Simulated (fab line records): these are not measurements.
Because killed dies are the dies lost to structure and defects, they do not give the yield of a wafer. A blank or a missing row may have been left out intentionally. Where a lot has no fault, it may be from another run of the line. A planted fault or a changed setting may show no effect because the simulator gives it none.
Which tool did it? || flow gf180mcu || 12 lots, 36 wafers sampled, at 5 steps of a route of 602

## WHAT THE GAUGES READ, wafer by wafer
GF_CONTACT_BOW_MEAS_05.
{"lot": "L674", "measured": "day 15 01:16", "on": "film metro-01", "CONTACT_BOW (um)": "72 56 74"}
{"lot": "L676", "measured": "day 15 19:50", "on": "film metro-04", "CONTACT_BOW (um)": "66 46 59"}
{"lot": "L677", "measured": "day 16 04:14", "on": "film metro-01", "CONTACT_BOW (um)": "61 58 69"}
{"lot": "L679", "measured": "day 16 23:59", "on": "film metro-04", "CONTACT_BOW (um)": "59 64 58"}
{"lot": "L681", "measured": "day 17 18:15", "on": "film metro-04", "CONTACT_BOW (um)": "59 68 49"}
{"lot": "L683", "measured": "day 18 15:20", "on": "film metro-03", "CONTACT_BOW (um)": "74 51 57"}
{"lot": "L686", "measured": "day 19 15:14", "on": "film metro-03", "CONTACT_BOW (um)": "66 68 69"}
{"lot": "L691", "measured": "day 21 10:51", "on": "film metro-04", "CONTACT_BOW (um)": "60 68 58"}
{"lot": "L694", "measured": "day 22 09:49", "on": "film metro-01", "CONTACT_BOW (um)": "60 62 61"}
{"lot": "L695", "measured": "day 22 15:40", "on": "film metro-04", "CONTACT_BOW (um)": "67 55 59"}
{"lot": "L696", "measured": "day 23 01:55", "on": "film metro-04", "CONTACT_BOW (um)": "52 60 71"}
{"lot": "L697", "measured": "day 23 08:21", "on": "film metro-01", "CONTACT_BOW (um)": "66 73 77"}

GF_V1_BOW_MEAS_05.
{"lot": "L674", "measured": "day 17 01:11", "on": "film metro-03", "V1_BOW (um)": "88 71 89"}
{"lot": "L676", "measured": "day 17 20:32", "on": "film metro-01", "V1_BOW (um)": "89 68 80"}
{"lot": "L677", "measured": "day 18 05:44", "on": "film metro-02", "V1_BOW (um)": "76 74 84"}
{"lot": "L679", "measured": "day 19 00:44", "on": "film metro-03", "V1_BOW (um)": "73 80 71"}
{"lot": "L681", "measured": "day 19 20:20", "on": "film metro-01", "V1_BOW (um)": "73 82 63"}
{"lot": "L683", "measured": "day 20 17:02", "on": "film metro-03", "V1_BOW (um)": "91 71 78"}
{"lot": "L686", "measured": "day 21 17:39", "on": "film metro-02", "V1_BOW (um)": "80 81 80"}
{"lot": "L691", "measured": "day 23 12:17", "on": "film metro-03", "V1_BOW (um)": "77 86 76"}
{"lot": "L694", "measured": "day 24 10:09", "on": "film metro-02", "V1_BOW (um)": "56 58 58"}
{"lot": "L695", "measured": "day 24 15:17", "on": "film metro-03", "V1_BOW (um)": "63 50 53"}
{"lot": "L696", "measured": "day 25 01:38", "on": "film metro-02", "V1_BOW (um)": "46 54 65"}
{"lot": "L697", "measured": "day 25 08:22", "on": "film metro-01", "V1_BOW (um)": "84 88 95"}

GF_V1_OVL_MEAS_15.
{"lot": "L674", "measured": "day 18 00:11", "on": "overlay-02", "V1_OVL (nm)": "3 6 13"}
{"lot": "L676", "measured": "day 18 19:44", "on": "overlay-01", "V1_OVL (nm)": "16 -3 14"}
{"lot": "L677", "measured": "day 19 05:20", "on": "overlay-02", "V1_OVL (nm)": "2 -5 10"}
{"lot": "L679", "measured": "day 20 00:18", "on": "overlay-02", "V1_OVL (nm)": "-3 -8 3"}
{"lot": "L681", "measured": "day 20 20:54", "on": "overlay-01", "V1_OVL (nm)": "8 8 -6"}
{"lot": "L683", "measured": "day 21 16:49", "on": "overlay-02", "V1_OVL (nm)": "-2 -3 5"}
{"lot": "L686", "measured": "day 22 17:17", "on": "overlay-01", "V1_OVL (nm)": "4 9 3"}
{"lot": "L691", "measured": "day 24 10:23", "on": "overlay-01", "V1_OVL (nm)": "6 6 11"}
{"lot": "L694", "measured": "day 25 08:14", "on": "overlay-02", "V1_OVL (nm)": "1 11 2"}
{"lot": "L695", "measured": "day 25 12:14", "on": "overlay-02", "V1_OVL (nm)": "3 5 -5"}
{"lot": "L696", "measured": "day 25 22:54", "on": "overlay-01", "V1_OVL (nm)": "2 7 7"}
{"lot": "L697", "measured": "day 26 05:19", "on": "overlay-02", "V1_OVL (nm)": "1 -7 -1"}

## WHAT TOOL EACH LOT RAN ON (gives the tool, then ch and the chambers of the sampled wafers, and finally the start)
{"lot": "L674", "GF_M1_METAL_ETCH_16": "rie metal-01 ch 0,1, day 16 23:56", "GF_V1_CVD_02": "pecvd-02 ch 0,1, day 17 00:46"}
{"lot": "L676", "GF_M1_METAL_ETCH_16": "rie metal-01 ch 0,1, day 17 19:17", "GF_V1_CVD_02": "pecvd-02 ch 0,2, day 17 20:06"}
{"lot": "L677", "GF_M1_METAL_ETCH_16": "rie metal-01 ch 0,1, day 18 04:29", "GF_V1_CVD_02": "pecvd-03 ch 0,1,2, day 18 05:19"}
{"lot": "L679", "GF_M1_METAL_ETCH_16": "rie metal-02 ch 0,1, day 18 23:29", "GF_V1_CVD_02": "pecvd-02 ch 0,1,2, day 19 00:17"}
{"lot": "L681", "GF_M1_METAL_ETCH_16": "rie metal-01 ch 0,1, day 19 19:05", "GF_V1_CVD_02": "pecvd-01 ch 1,2, day 19 19:53"}
{"lot": "L683", "GF_M1_METAL_ETCH_16": "rie metal-04 ch 0,1, day 20 15:47", "GF_V1_CVD_02": "pecvd-02 ch 1,2, day 20 16:35"}
{"lot": "L686", "GF_M1_METAL_ETCH_16": "rie metal-04 ch 0,1, day 21 16:26", "GF_V1_CVD_02": "pecvd-03 ch 0,2, day 21 17:13"}
{"lot": "L691", "GF_M1_METAL_ETCH_16": "rie metal-04 ch 1, day 23 11:01", "GF_V1_CVD_02": "pecvd-01 ch 0,2, day 23 11:51"}
{"lot": "L694", "GF_M1_METAL_ETCH_16": "rie metal-02 ch 0,1, day 24 08:32", "GF_V1_CVD_02": "pecvd-01 ch 1,2, day 24 09:42"}
{"lot": "L695", "GF_M1_METAL_ETCH_16": "rie metal-01 ch 0, day 24 13:56", "GF_V1_CVD_02": "pecvd-03 ch 0,1,2, day 24 14:51"}
{"lot": "L696", "GF_M1_METAL_ETCH_16": "rie metal-02 ch 0,1, day 25 00:08", "GF_V1_CVD_02": "pecvd-01 ch 0,1, day 25 00:57"}
{"lot": "L697", "GF_M1_METAL_ETCH_16": "rie metal-04 ch 0,1, day 25 07:01", "GF_V1_CVD_02": "pecvd-01 ch 1,2, day 25 07:56"}
- GF_M1_METAL_ETCH_16: etches the open film in Cl2/BCl3, stops on SiO2, target depth 750.8 nm, time 125.1 s.
- GF_V1_CVD_02: deposits SiO2 from TEOS, target thk 850 nm, time 94.851 s.

## AS READ BY THE TOOLS THEMSELVES (means over the sampled wafers that have a number; for cases with no such wafer, the mark the record gives instead)
GF_M1_METAL_ETCH_16.
{"lot": "L674", "tool": "rie metal-01", "bias w (W)": 140.1, "drypump motor current A (A)": 5.4, "oes product au (a.u.)": 0.992, "rf fwd power W (W)": 794.5, "throttle valve pct (%)": 28.234}
{"lot": "L676", "tool": "rie metal-01", "bias w (W)": 139.6, "drypump motor current A (A)": 5.4, "oes product au (a.u.)": 0.990, "rf fwd power W (W)": 795.8, "throttle valve pct (%)": 28.231}
{"lot": "L677", "tool": "rie metal-01", "bias w (W)": 140.3, "drypump motor current A (A)": 5.4, "oes product au (a.u.)": 0.992, "rf fwd power W (W)": 795.0, "throttle valve pct (%)": 28.220}
{"lot": "L679", "tool": "rie metal-02", "bias w (W)": 139.5, "drypump motor current A (A)": 5.1, "oes product au (a.u.)": 0.992, "rf fwd power W (W)": 795.9, "throttle valve pct (%)": 28.231}
{"lot": "L681", "tool": "rie metal-01", "bias w (W)": 140.4, "drypump motor current A (A)": 5.4, "oes product au (a.u.)": 0.991, "rf fwd power W (W)": 795.5, "throttle valve pct (%)": 28.229}
{"lot": "L683", "tool": "rie metal-04", "bias w (W)": 139.7, "drypump motor current A (A)": 6.1, "oes product au (a.u.)": 0.991, "rf fwd power W (W)": 793.4, "throttle valve pct (%)": 28.226}
{"lot": "L686", "tool": "rie metal-04", "bias w (W)": 140.1, "drypump motor current A (A)": 6.1, "oes product au (a.u.)": 0.989, "rf fwd power W (W)": 797.1, "throttle valve pct (%)": 28.229}
{"lot": "L691", "tool": "rie metal-04", "bias w (W)": 139.7, "drypump motor current A (A)": 6.1, "oes product au (a.u.)": 0.994, "rf fwd power W (W)": 794.5, "throttle valve pct (%)": 28.224}
{"lot": "L694", "tool": "rie metal-02", "bias w (W)": 140.0, "drypump motor current A (A)": 5.3, "oes product au (a.u.)": 0.995, "rf fwd power W (W)": 796.3, "throttle valve pct (%)": 28.221}
{"lot": "L695", "tool": "rie metal-01", "bias w (W)": 140.0, "drypump motor current A (A)": 5.4, "oes product au (a.u.)": 0.991, "rf fwd power W (W)": 796.3, "throttle valve pct (%)": 28.229}
{"lot": "L696", "tool": "rie metal-02", "bias w (W)": 140.3, "drypump motor current A (A)": 5.3, "oes product au (a.u.)": 0.992, "rf fwd power W (W)": 794.0, "throttle valve pct (%)": 28.240}
{"lot": "L697", "tool": "rie metal-04", "bias w (W)": 139.7, "drypump motor current A (A)": 6.1, "oes product au (a.u.)": 0.984, "rf fwd power W (W)": 797.0, "throttle valve pct (%)": 28.240}

GF_V1_CVD_02.
{"lot": "L674", "tool": "pecvd-02", "heater power outer w (W)": 410, "heater power w (W)": 686, "rf fwd power W (W)": 594.1}
{"lot": "L676", "tool": "pecvd-02", "heater power outer w (W)": 414, "heater power w (W)": 676, "rf fwd power W (W)": 596.2}
{"lot": "L677", "tool": "pecvd-03", "heater power outer w (W)": 372, "heater power w (W)": 648, "rf fwd power W (W)": 596.7}
{"lot": "L679", "tool": "pecvd-02", "heater power outer w (W)": 380, "heater power w (W)": 644, "rf fwd power W (W)": 595.5}
{"lot": "L681", "tool": "pecvd-01", "heater power outer w (W)": 411, "heater power w (W)": 696, "rf fwd power W (W)": 595.4}
{"lot": "L683", "tool": "pecvd-02", "heater power outer w (W)": 366, "heater power w (W)": 588, "rf fwd power W (W)": 594.1}
{"lot": "L686", "tool": "pecvd-03", "heater power outer w (W)": 402, "heater power w (W)": 688, "rf fwd power W (W)": 597.8}
{"lot": "L691", "tool": "pecvd-01", "heater power outer w (W)": 447, "heater power w (W)": 736, "rf fwd power W (W)": 596.1}
{"lot": "L694", "tool": "pecvd-01", "heater power outer w (W)": "-", "heater power w (W)": "-", "rf fwd power W (W)": "-"}
{"lot": "L695", "tool": "pecvd-03", "heater power outer w (W)": "-", "heater power w (W)": "-", "rf fwd power W (W)": "-"}
{"lot": "L696", "tool": "pecvd-01", "heater power outer w (W)": "-", "heater power w (W)": "-", "rf fwd power W (W)": "-"}
{"lot": "L697", "tool": "pecvd-01", "heater power outer w (W)": 345, "heater power w (W)": 625, "rf fwd power W (W)": 596.7}

## THE ANSWER, worked out from the rows above alone
Rule: what is usual is taken from the lots themselves. The widest of any qualifying gaps counts: lots, ordered by their means at a reading, are off when they make up no more than a third of the lots, leave a main group of 4 or more, and stand apart from it by 3 or more times the standard deviation of that group's means. The tables above print the reading to a certain number of digits; a main group whose means all agree to those digits is not used. A lot without any number at a reading at which 4 lots or more have one is off too. Where the step has rows for the other lots, those lots are counted as sound. After the gauges, taken in route order, come the tools' own readings; for these a lot's mean is taken, as printed above. The first step at which some lot is off is used, and at that step the reading that is off furthest; a lot without a number counts as furthest.
Off: L694, L695, L696, seen at GF_V1_BOW_MEAS_05 (V1_BOW). The main group: mean 80 um, standard deviation 4.4.
If a tool, at a process step before that reading, ran all the lots that are off and no sound lot after the first of them, it fits. The gauges at GF_V1_BOW_MEAS_05 aren't tried: what is off there is off at GF_V1_CVD_02 too, on other tools, and a gauge's error can't cause that. None of those tried fits.

## WHAT THE SIMULATOR PUT IN
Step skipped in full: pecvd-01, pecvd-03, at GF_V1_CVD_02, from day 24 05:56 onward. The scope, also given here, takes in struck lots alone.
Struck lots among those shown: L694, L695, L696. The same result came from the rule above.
